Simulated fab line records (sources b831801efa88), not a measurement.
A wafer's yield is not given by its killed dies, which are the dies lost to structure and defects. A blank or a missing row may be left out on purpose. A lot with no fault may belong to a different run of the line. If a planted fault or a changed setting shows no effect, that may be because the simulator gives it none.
What tool caused it?    flow sky130    7 lots (21 wafers sampled), 1 step of a 708-step route

## WHAT THE GAUGES READ, wafer by wafer
SKY_LOCAL_INTERCONNECT_THK_MEAS_02: measures by xrf.
lot   measured      on            LOCAL_INTERCONNECT_TIN_THK (nm)
L153  day 29 11:45  filmMetro-01  98.0 97.7 97.3
L156  day 30 22:03  filmMetro-02  101.5 101.1 101.2
L162  day 32 14:02  filmMetro-03  100.6 100.0 100.4
L168  day 34 17:00  filmMetro-01  97.3 97.9 97.0
L171  day 35 21:31  filmMetro-02  98.7 99.0 98.7
L173  day 36 04:32  filmMetro-01  100.3 99.9 99.3
L175  day 36 15:10  filmMetro-01  99.0 99.5 98.8

## WHAT TOOL EACH LOT RAN ON (gives the tool, then ch and the chambers of the sampled wafers, and finally the start)
Before these readings, the record contains no process step.

## THE ANSWER, worked out from the rows above alone
Rule: the usual values come from the lots themselves. Put in order of their means at a reading, lots are off if they are a third of the lots or fewer, leave a main group of 4 or more, and stand apart from it by a gap of 3 or more times the standard deviation of the main group's means; of several such gaps the widest counts. If all means in a main group match to the digits the tables above print for the reading, that group is not used. A lot without any number at a reading at which 4 lots or more have one is off too. Any other lot the step has rows for is counted as sound.
No lot is off on any of the readings shown, so nothing can be concluded from this.

## WHAT THE SIMULATOR PUT IN
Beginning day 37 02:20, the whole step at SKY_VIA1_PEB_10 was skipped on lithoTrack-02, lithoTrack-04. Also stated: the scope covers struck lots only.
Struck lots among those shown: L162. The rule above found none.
